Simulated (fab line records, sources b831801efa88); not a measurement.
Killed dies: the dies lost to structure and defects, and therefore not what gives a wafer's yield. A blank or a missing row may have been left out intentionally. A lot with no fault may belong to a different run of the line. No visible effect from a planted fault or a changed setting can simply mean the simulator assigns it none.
Struck lot and sound lot, side by side | flow sky130 | 35 out of 708 route steps
Sound: these wafers, L265.1, L265.2, L265.6. Struck: wafers L272.3, L272.4 (left out: L272.2, a lot-mate that was not struck); the cause follows at the end.
At each step with rows: each side's tool, then ch and its chambers, then its first start. Under that, the readings that differ: sound wafers | struck wafers | difference of the means | sigmas: that difference in standard deviations of wafers without a fault.
alike: same words and numbers on both sides, and readings whose means sit less than 2 such deviations apart. not compared: any withheld reading, any reading some wafer has no value for, any bound like >300 that may hide the same value, and any number with overlapping values for which the record gives no deviation.
Wherever a step has rows on one side only, a row that says differs or no value, or a row with sigmas, the two part there. Non-overlapping numbers with no deviation appear without sigmas and do not part them. A reading that every wafer of one side lacks parts them only if that side has two wafers or more.

first, 4 steps without rows for these wafers: SKY_METAL5_SOFTBAKE_10 (time 60 s); SKY_METAL5_EXPOSE_11 (exposes mask MM5, target cd 1600 nm); SKY_METAL5_PEB_12; SKY_METAL5_DEVELOP_13 (develop time 60 s).
SKY_METAL5_DESCUM_14: chemistry O2, time 11 s.
  sound on rie-metal-03 ch 0,1, day 45 01:46; struck on rie-metal-03 ch 0,1, day 46 16:49
  alike: drypump-motor-current-A, oes-product-au, rf-fwd-power-W
  not compared: rf-hours-counter-h
SKY_METAL5_METAL_ETCH_15: etches the open film in Cl2/BCl3, stops on SiO2, target depth 1260 nm, time 252 s.
  sound on rie-metal-03 ch 0,1, day 45 01:48; struck on rie-metal-03 ch 0,1, day 46 16:52
  alike: drypump-motor-current-A, oes-product-au, rf-fwd-power-W, throttle-valve-pct
  not compared: rf-hours-counter-h
SKY_METAL5_STRIP_16: strips in O2/N2.
  sound on plasma-asher-04 ch 0,1, day 45 02:02; struck on plasma-asher-04 ch 0,1, day 46 17:05
  alike: drypump-motor-current-A, oes-product-au, strip-time-to-endpoint-s
  not compared: rf-hours-counter-h
then, 3 steps without rows for these wafers: SKY_METAL5_STRIP_17 (strips in post etch residue remover, time 1200 s); SKY_METAL5_CLEAN_18 (cleans in IPA, time 180 s); SKY_METAL5_CLEAN_19 (cleans in O3/DIW).
SKY_PASSIVATION_CVD_00: deposits SiO2, target thk 90 nm.
  sound on pecvd-02 ch 0,1, day 45 02:39; struck on pecvd-04 ch 2, day 46 17:41
  reading            | sound       | struck  | difference | sigmas
  rf-fwd-power-W (W) | 590 593 590 | 583 584 | -8         | -2
  alike: heater-power-outer-w, heater-power-w
SKY_PASSIVATION_THK_MEAS_01:
  sound on film-metro-02, day 45 02:40; struck on film-metro-01, day 46 17:43
  alike: PASSIVATION_CVD_00_THK
SKY_PASSIVATION_CVD_02: deposits Si3N4, target thk 540 nm.
  sound on pecvd-03 ch 0,1, day 45 02:44; struck on pecvd-02 ch 1, day 46 17:46
  reading                                       | sound             | struck      | difference | sigmas
  rf-fwd-power-W (W)                            | 448.6 447.4 450.0 | 266.6 270.0 | -180.4     | -99 or more
  model.Si3N4_of_PASSIVATION_CVD_02.thk-nm (nm) | 537.4 541.5 547.6 | 454 460.8   | -85        |
  alike: heater-power-outer-w, heater-power-w
SKY_PASSIVATION_THK_MEAS_03:
  sound on film-metro-01, day 45 02:58; struck on film-metro-01, day 46 18:00
  reading                     | sound       | struck  | difference | sigmas
  PASSIVATION_CVD_02_THK (nm) | 537 542 548 | 454 461 | -85        | -11
then, 7 steps without rows for these wafers: SKY_PASSIVATION_DEHYDRATE_04 (time 60 s); SKY_PASSIVATION_HMDS_05 (prime time 60 s); SKY_PASSIVATION_COAT_06 (resist thk 3000 nm); SKY_PASSIVATION_SOFTBAKE_07; SKY_PASSIVATION_EXPOSE_08 (exposes mask NSM, target cd 3000 nm); SKY_PASSIVATION_PEB_09; SKY_PASSIVATION_DEVELOP_10 (develop time 60 s).
SKY_PASSIVATION_ETCH_11: etches the open film in CF4/O2, stops on AlCu, target depth 725 nm, time 161.1 s.
  sound on rie-diel-01 ch 0,1, day 45 23:59; struck on rie-diel-01 ch 2,3, day 47 13:50
  reading                                 | sound             | struck      | difference | sigmas
  oes-product-au (a.u.)                   | 0.978 0.976 0.982 | 0.903 0.916 | -0.069     | -9
  throttle-valve-pct (%)                  | 5.967 5.956 5.968 | 5.927 5.936 | -0.032     | -3
  model.etch.depth-nm (nm)                | 702.2 704.3 713.8 | 619.1 626.9 | -83.8      |
  model.PASSIVATION.feature-depth-nm (nm) | 702.2 704.3 713.8 | 619.1 626.9 | -83.8      |
  alike: O2_flow_sccm, drypump-motor-current-A, rf-fwd-power-W
  not compared: rf-hours-counter-h
SKY_PASSIVATION_STRIP_12: strips in O2/N2.
  sound on plasma-asher-01 ch 0,1, day 46 00:09; struck on plasma-asher-04 ch 0,1, day 47 13:56
  alike: drypump-motor-current-A, oes-product-au, strip-time-to-endpoint-s
  not compared: rf-hours-counter-h
then, 7 steps without rows for these wafers: SKY_PAD_OPEN_DEHYDRATE_00 (time 60 s); SKY_PAD_OPEN_HMDS_01 (prime time 60 s); SKY_PAD_OPEN_COAT_02 (resist thk 3000 nm); SKY_PAD_OPEN_SOFTBAKE_03; SKY_PAD_OPEN_EXPOSE_04 (exposes mask PDM, target cd 60000 nm); SKY_PAD_OPEN_PEB_05; SKY_PAD_OPEN_DEVELOP_06 (develop time 60 s).
SKY_PAD_OPEN_ETCH_07: etches the open film in CF4/O2, stops on AlCu, target depth 725 nm, time 161.1 s.
  sound on rie-diel-02 ch 0,1,3, day 46 20:11; struck on rie-diel-03 ch 0,3, day 48 09:11
  reading                              | sound             | struck      | difference | sigmas
  oes-product-au (a.u.)                | 0.978 0.973 0.992 | 0.905 0.912 | -0.072     | -10
  throttle-valve-pct (%)               | 5.957 5.953 5.967 | 5.939 5.936 | -0.021     | -3
  model.etch.depth-nm (nm)             | 702.2 704.3 713.8 | 619.1 626.9 | -83.8      |
  model.PAD_OPEN.feature-depth-nm (nm) | 702.2 704.3 713.8 | 619.1 626.9 | -83.8      |
  alike: O2_flow_sccm, drypump-motor-current-A, rf-fwd-power-W
  not compared: rf-hours-counter-h
then, 1 step without rows for these wafers: SKY_PAD_OPEN_STRIP_08 (strips in O2/N2).
SKY_PAD_OPEN_STRIP_09: strips in post etch residue remover, time 1200 s.
  sound on wet-bench-01 ch 2, day 46 20:23; struck on wet-bench-03 ch 0, day 48 09:25
  reading                                       | sound             | struck      | difference | sigmas
  model.Si3N4_of_PASSIVATION_CVD_02.thk-nm (nm) | 537.1 541.1 547.3 | 453.6 460.5 | -84.8      |
  alike: bath-heat-duty-pct
then, 1 step without rows for these wafers: SKY_PAD_OPEN_CLEAN_10 (cleans in IPA, time 180 s).
SKY_PAD_OPEN_PROBE_99:
  sound on prober-02, day 46 22:30; struck on prober-01, day 48 11:38
  alike: defect-limited-yield, killed_at_M0_to_M3, killed_at_M4_up, killed-at-contacts, killed-at-front-end, killed-at-other, killed-dies, killed-on-rim, killed-open, killed-short, sort_bin_3_pad_short, sort_bin_5_function, sort_bin_6_memory, sort-n-pass, sort-yield-pct

== WHERE THEY PART ==
Earliest at SKY_PASSIVATION_CVD_00; latest, in this record, at SKY_PAD_OPEN_ETCH_07. Later steps at which nothing parts them and some readings are alike: SKY_PAD_OPEN_STRIP_09, SKY_PAD_OPEN_PROBE_99.

WHY: what the simulator had put in
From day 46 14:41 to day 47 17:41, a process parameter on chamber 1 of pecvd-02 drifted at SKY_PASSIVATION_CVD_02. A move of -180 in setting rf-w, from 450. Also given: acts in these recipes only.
